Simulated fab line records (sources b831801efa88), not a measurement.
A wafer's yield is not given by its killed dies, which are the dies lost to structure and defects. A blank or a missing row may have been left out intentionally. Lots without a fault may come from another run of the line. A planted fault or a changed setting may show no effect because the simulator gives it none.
Which of the tools did it? | flow sky130 | Sampling: 7 lots, 21 wafers, 2 of 708 route steps

WHAT THE GAUGES SHOWED, per wafer
SKY_PWDE_OVL_MEAS_07.
lot  | measured    | on         | PWDE_OVL (nm)
L291 | day 4 04:50 | overlay-02 | 0.6 -0.5 0.3
L293 | day 4 10:35 | overlay-02 | 0.6 -0.5 -0.5
L296 | day 5 07:53 | overlay-01 | 0.2 2.3 0.9
L298 | day 5 15:49 | overlay-01 | 2.0 1.4 2.7
L302 | day 6 12:43 | overlay-01 | - - -
L309 | day 8 07:31 | overlay-01 | 0.0 0.8 -0.2
L313 | day 9 06:08 | overlay-01 | 2.4 0.6 2.2

EACH LOT AND THE TOOL THAT RAN IT (in order: tool; ch and the chambers of the sampled wafers; start)
lot  | SKY_PWDE_DEVELOP_06
L291 | litho-track-04 ch 0, day 4 04:00
L293 | litho-track-04 ch 0, day 4 10:00
L296 | litho-track-04 ch 0, day 5 07:00
L298 | litho-track-02 ch 0, day 5 15:00
L302 | litho-track-01 ch 0, day 6 12:00
L309 | litho-track-02 ch 0, day 8 07:00
L313 | litho-track-04 ch 0, day 9 06:00
- SKY_PWDE_DEVELOP_06: develop time 60 s.

THE ANSWER, worked out from the rows above alone
Rule: the usual values come from the lots themselves. The widest of any qualifying gaps counts: lots, ordered by their means at a reading, are off when they make up no more than a third of the lots, leave a main group of 4 or more, and stand apart from it by 3 or more times the standard deviation of that group's means. Not used: any main group whose means are identical at the precision the tables above print for the reading. Also off: a lot with no number at a reading for which 4 or more lots have one. All remaining lots with rows at the step are treated as sound.
Off: L302, seen at SKY_PWDE_OVL_MEAS_07 (PWDE_OVL). Without a number there: L302. Mean 0.8 nm and standard deviation 0.83 in the main group.
A tool fits if, at a process step before that reading, it ran every lot that is off, and no sound lot after the first of them. The gauges at SKY_PWDE_OVL_MEAS_07 are tried like those tools. One candidate fits, namely litho-track-01 at SKY_PWDE_DEVELOP_06. It ran no sound lot before its first lot that is off in this sample, so the start can't be narrowed down.

WHAT HAD BEEN PUT IN BY THE SIMULATOR
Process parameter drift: litho-track-01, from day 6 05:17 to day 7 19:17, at SKY_PWDE_DEVELOP_06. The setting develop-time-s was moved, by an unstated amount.
Struck lots among those shown: L302. Same finding as the rule above.
